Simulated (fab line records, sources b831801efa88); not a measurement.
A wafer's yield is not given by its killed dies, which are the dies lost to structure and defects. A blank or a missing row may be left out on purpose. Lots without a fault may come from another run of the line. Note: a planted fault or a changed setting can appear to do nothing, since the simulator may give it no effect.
The same fault as seen by 2 desks / flow gf180mcu / every desk sees just its own numbers, and what lay behind them comes last

AT THE TOOL OWNER'S DESK: pecvd-03
The tool's own readings at GF_V1_CVD_02 (deposits SiO2 from TEOS, target thk 850 nm, time 94.851 s): means of the sampled wafers that have a number, for each lot that ran on this tool. If a lot's mean is further than 4 standard deviations from the usual mean, the lot is out of limits and carries the mark OUT (the distance appears in the brackets).
Columns: A = heater_power_w at GF_V1_CVD_02, usual 614 W; B = rf_fwd_power_W at GF_V1_CVD_02, usual 596.8 W; C = run_length_s at GF_V1_CVD_02, usual 123.1 s
lot=L126; first seen here=day 17 03:30; A=602; B=593.9; C=123.0
lot=L127; first seen here=day 17 12:49; A=571; B=597.5; C=123.1
lot=L132; first seen here=day 19 10:34; A=578; B=598.5; C=122.9
lot=L133; first seen here=day 19 20:11; A=633; B=597.1; C=123.1
lot=L142; first seen here=day 22 21:38; A=650; B=596.2; C=95.8 (-66) OUT
lot=L143; first seen here=day 23 11:47; A=642; B=593.8; C=95.8 (-67) OUT
lot=L147; first seen here=day 24 12:07; A=651; B=597.5; C=104.8 (-45) OUT
This desk finds L142, L143, L147 out of limits, L142 being first, at day 22 21:38 (run_length_s at GF_V1_CVD_02). Within limits: L126, L127, L132, L133.

FROM THE METROLOGY DESK
Means of the sampled wafers that have a number, per lot and without regard to the tool the lot ran on: this is what the gauges read. If a lot's mean is further than 4 standard deviations from the usual mean, the lot is out of limits and carries the mark OUT (the distance appears in the brackets).
Columns: A = M1_ALCU_THK at GF_M1_THK_MEAS_06, usual 454 nm; B = cd_nm at GF_M1_CD_MEAS_14, usual 229.4 nm; C = V1_CVD_02_THK at GF_V1_THK_MEAS_03, usual 846 nm
lot=L126; first seen here=day 16 04:28; A=456; B=229.1; C=833
lot=L127; first seen here=day 16 13:21; A=456; B=229.1; C=841
lot=L128; first seen here=day 16 23:51; A=451; B=229.6; C=844
lot=L131; first seen here=day 18 00:38; A=456; B=230.4; C=864
lot=L132; first seen here=day 18 09:18; A=450; B=228.4; C=830
lot=L133; first seen here=day 18 18:25; A=451; B=229.8; C=837
lot=L134; first seen here=day 19 04:20; A=463; B=228.4; C=850
lot=L142; first seen here=day 21 21:38; A=458; B=230.4; C=606 (-18) OUT
lot=L143; first seen here=day 22 12:50; A=446; B=228.6; C=591 (-20) OUT
lot=L147; first seen here=day 23 12:39; A=441; B=229.1; C=681 (-13) OUT
lot=L148; first seen here=day 23 21:08; A=446; B=228.8; C=870
lot=L149; first seen here=day 24 07:36; A=449; B=229.0; C=860
This desk's result: L142, L143, L147 out of limits, first on L142 (V1_CVD_02_THK at GF_V1_THK_MEAS_03), day 22 21:44. Within limits: L126, L127, L128, L131, L132, L133, L134, L148, L149.

BROUGHT TOGETHER
The tool owner's desk had the chance to raise an alarm at day 22 21:38 on L142, L143, L147.
L142, L143, L147 would have let the metrology desk raise an alarm at day 22 21:44.
The lots listed all ran GF_V1_CVD_02 on pecvd-03.

WHAT WAS PUT IN BY THE SIMULATOR
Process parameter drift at GF_V1_CVD_02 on pecvd-03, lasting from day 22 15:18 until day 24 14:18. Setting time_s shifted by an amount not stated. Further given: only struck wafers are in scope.
Lots struck among those shown: L142, L143, L147.
Time in hours from fault onset to the first out-of-limits reading at each desk: tool owner's desk 6, metrology desk 6.
